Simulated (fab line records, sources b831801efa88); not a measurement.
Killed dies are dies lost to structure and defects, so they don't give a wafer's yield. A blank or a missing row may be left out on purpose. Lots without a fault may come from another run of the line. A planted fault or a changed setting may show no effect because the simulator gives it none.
Chamber matching | flow gf180mcu | GF_V1_CMP_26 on cmp-02: 4 sister chambers
The step polishes, stops on SiO2, t overpolish 15 s, target thk 0 nm. 7 wafers are shown with their chamber, then 8 later ones without.

WAFERS WITH THEIR CHAMBER
wafer  | chamber | motor_current_A (A) | time_to_endpoint_s (s)
L407.2 | 3       | 10.7                | 82
L407.3 | 2       | 10.5                | 83
L407.5 | 1       | 12.0                | 83
L408.1 | 3       | 11.1                | 85
L408.2 | 0       | 11.7                | 81
L408.5 | 0       | 10.7                | 81
L413.1 | 1       | 12.0                | 87

WAFERS WITHOUT THEIR CHAMBER
wafer  | motor_current_A (A) | time_to_endpoint_s (s)
L413.3 | 10.7                | 87
L413.4 | 10.3                | 84
L418.1 | 10.8                | 81
L418.2 | 11.5                | 84
L418.3 | 11.1                | 82
L420.2 | 10.2                | 81
L420.4 | 10.7                | 83
L420.5 | 11.1                | 82

WHICH CHAMBER EACH WENT THROUGH
wafer  | from the rows above               | in truth
L413.3 | can't be placed: 3 or 2 or 1 or 0 | 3
L413.4 | can't be placed: 2 or 3 or 0      | 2
L418.1 | can't be placed: 0 or 2 or 3      | 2
L418.2 | can't be placed: 1 or 3 or 0 or 2 | 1
L418.3 | can't be placed: 0 or 3 or 2 or 1 | 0
L420.2 | can't be placed: 2 or 3 or 0      | 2
L420.4 | can't be placed: 2 or 3 or 0      | 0
L420.5 | can't be placed: 0 or 3 or 2 or 1 | 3
Placed correctly: 0 of 8. Can't be placed from these rows: 8 (the true chamber is among the candidates in 8). Placed wrongly: 0.
How it was worked out, from the rows above alone: a wafer's distance from a chamber is the root of the sum, over the readings, of the square of ((its reading less the chamber's mean) divided by the reading's scatter). The wafer belongs to the nearest chamber; if the next one is less than 2 further off, it can't be placed. A chamber's mean is the mean of its shown wafers. The scatter: the root of (the sum of the squares of (reading less its chamber's mean) over the shown wafers, divided by (wafers less chambers)).
